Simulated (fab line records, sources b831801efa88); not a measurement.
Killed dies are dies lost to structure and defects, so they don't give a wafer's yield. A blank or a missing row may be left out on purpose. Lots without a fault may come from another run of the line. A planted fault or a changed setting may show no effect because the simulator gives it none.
One fault seen from 2 desks | flow gf180mcu | each desk has only its own numbers; what lay behind them comes last

THE METROLOGY DESK
What the gauges read, lot by lot, whatever tool the lot ran on: means of the sampled wafers that have a number. A lot is out of limits, marked OUT, if its mean lies more than 4 standard deviations from the usual mean; the brackets give that distance.
Columns: A = cd_nm at GF_V5_CD_MEAS_14, usual 259.7 nm; B = V5_OVL at GF_V5_OVL_MEAS_15, usual 3 nm
lot  | first seen here | A     | B
L786 | day 27 15:49    | 259.9 | 7
L801 | day 32 01:15    | 258.4 | -0
L803 | day 32 07:29    | 260.6 | 3
L804 | day 32 15:21    | 257.6 | 11
L805 | day 32 20:21    | 259.6 | 3
L808 | day 33 15:44    | 257.6 | -3
This desk's finding: nothing out of limits on any of the 6 lots.

THE TOOL OWNER'S DESK: pvd_sputter-02
The tool's own readings at GF_V5_SPUTTER_21 (material Ti, target thk 15 nm, time 80.02 s): means of the sampled wafers that have a number, for each lot that ran on this tool. A lot is out of limits, marked OUT, if its mean lies more than 4 standard deviations from the usual mean; the brackets give that distance.
Columns: A = throttle_valve_pct at GF_V5_SPUTTER_21, usual 29.8 %
lot  | first seen here | A
L786 | day 27 16:41    | 30.1
L801 | day 32 02:05    | 29.9
L803 | day 32 08:25    | 30.0
This desk's finding: nothing out of limits on any of the 3 lots.

PUT TOGETHER
The metrology desk saw nothing out of limits.
The tool owner's desk saw nothing out of limits.

WHAT THE SIMULATOR HAD PUT IN
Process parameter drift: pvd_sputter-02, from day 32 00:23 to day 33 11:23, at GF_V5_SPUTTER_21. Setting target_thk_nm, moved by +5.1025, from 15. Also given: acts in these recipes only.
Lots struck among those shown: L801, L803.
